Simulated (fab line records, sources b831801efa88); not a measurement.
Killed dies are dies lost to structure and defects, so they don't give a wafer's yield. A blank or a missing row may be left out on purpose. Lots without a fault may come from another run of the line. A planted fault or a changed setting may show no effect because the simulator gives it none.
Which tool did it? | flow sky130 | 6 lots, 17 wafers sampled, at 2 steps of a route of 708

WHAT THE GAUGES READ, wafer by wafer
SKY_CAPM_OVL_MEAS_12.
lot  | measured     | on         | CAPM_OVL (nm)
L270 | day 38 11:50 | overlay-02 | -0.7 -0.8 -1.2
L273 | day 39 10:50 | overlay-02 | 0.2 0.4
L279 | day 40 20:40 | overlay-02 | 0.7 1.2 2.7
L283 | day 42 08:44 | overlay-01 | -2.1 -0.7 -2.8
L287 | day 43 06:41 | overlay-02 | -0.5 -1.5 -4.3
L289 | day 43 16:56 | overlay-02 | 0.4 0.0 -0.7

WHICH TOOL RAN EACH LOT (tool, then ch and the chambers of the sampled wafers, then the start)
lot  | SKY_METAL3_SPUTTER_01
L270 | pvd_sputter-02, day 37 10:28
L273 | pvd_sputter-02, day 38 09:22
L279 | pvd_sputter-02, day 39 19:56
L283 | pvd_sputter-04, day 41 08:50
L287 | pvd_sputter-02, day 42 07:35
L289 | pvd_sputter-01, day 42 17:03
- SKY_METAL3_SPUTTER_01: material TiN, target thk 20 nm, time 16.7 s.

THE ANSWER, worked out from the rows above alone
Rule: what is usual is taken from the lots themselves. Put in order of their means at a reading, lots are off if they are a third of the lots or fewer, leave a main group of 4 or more, and stand apart from it by a gap of 3 or more times the standard deviation of the main group's means; of several such gaps the widest counts. A main group whose means are all the same, to the digits that the tables above print for the reading, isn't used. A lot without any number at a reading at which 4 lots or more have one is off too. The other lots that the step has rows for count as sound.
No lot is off at any reading shown: from this, nothing can be told.

WHAT THE SIMULATOR HAD PUT IN
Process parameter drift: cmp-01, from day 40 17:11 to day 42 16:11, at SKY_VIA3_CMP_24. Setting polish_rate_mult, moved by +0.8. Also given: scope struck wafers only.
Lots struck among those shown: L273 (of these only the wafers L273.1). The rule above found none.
